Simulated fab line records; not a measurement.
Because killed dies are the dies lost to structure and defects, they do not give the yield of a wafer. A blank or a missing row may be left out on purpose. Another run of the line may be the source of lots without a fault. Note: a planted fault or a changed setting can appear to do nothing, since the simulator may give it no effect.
Which tool was responsible? + flow sky130 + 12 lots, 36 wafers sampled, at 1 step of a route of 708

WHAT THE GAUGES READ, wafer by wafer
SKY_VIA2_OVL_MEAS_13.
| lot  | measured     | on         | VIA2_OVL (nm) |
|------|--------------|------------|---------------|
| L075 | day 36 18:35 | overlay-02 | -3 0 -6       |
| L077 | day 37 10:59 | overlay-01 | 4 -7 -1       |
| L079 | day 38 03:13 | overlay-02 | -1 2 8        |
| L081 | day 38 13:05 | overlay-01 | 3 0 7         |
| L083 | day 39 05:37 | overlay-02 | 4 5 3         |
| L085 | day 39 16:41 | overlay-01 | 5 11 7        |
| L089 | day 41 13:05 | overlay-02 | 1 7 1         |
| L088 | day 41 15:38 | overlay-01 | 1 -4 1        |
| L091 | day 41 17:29 | overlay-01 | -1 -1 -9      |
| L093 | day 41 22:19 | overlay-02 | -3 -11 -6     |
| L095 | day 42 18:56 | overlay-01 | 5 3 -1        |
| L097 | day 43 07:56 | overlay-01 | 4 7 4         |

EACH LOT AND THE TOOL THAT RAN IT (in order: tool; ch and the chambers of the sampled wafers; start)
Before these readings, the record contains no process step.

THE ANSWER, worked out from the rows above alone
Rule: the usual values come from the lots themselves. The widest of any qualifying gaps counts: lots, ordered by their means at a reading, are off when they make up no more than a third of the lots, leave a main group of 4 or more, and stand apart from it by 3 or more times the standard deviation of that group's means. A main group whose means are all the same, to the digits that the tables above print for the reading, isn't used. A lot without any number at a reading at which 4 lots or more have one is off too. Where the step has rows for the other lots, those lots are counted as sound.
Nothing can be told from this: no lot is off at any reading shown.

WHAT THE SIMULATOR PUT IN
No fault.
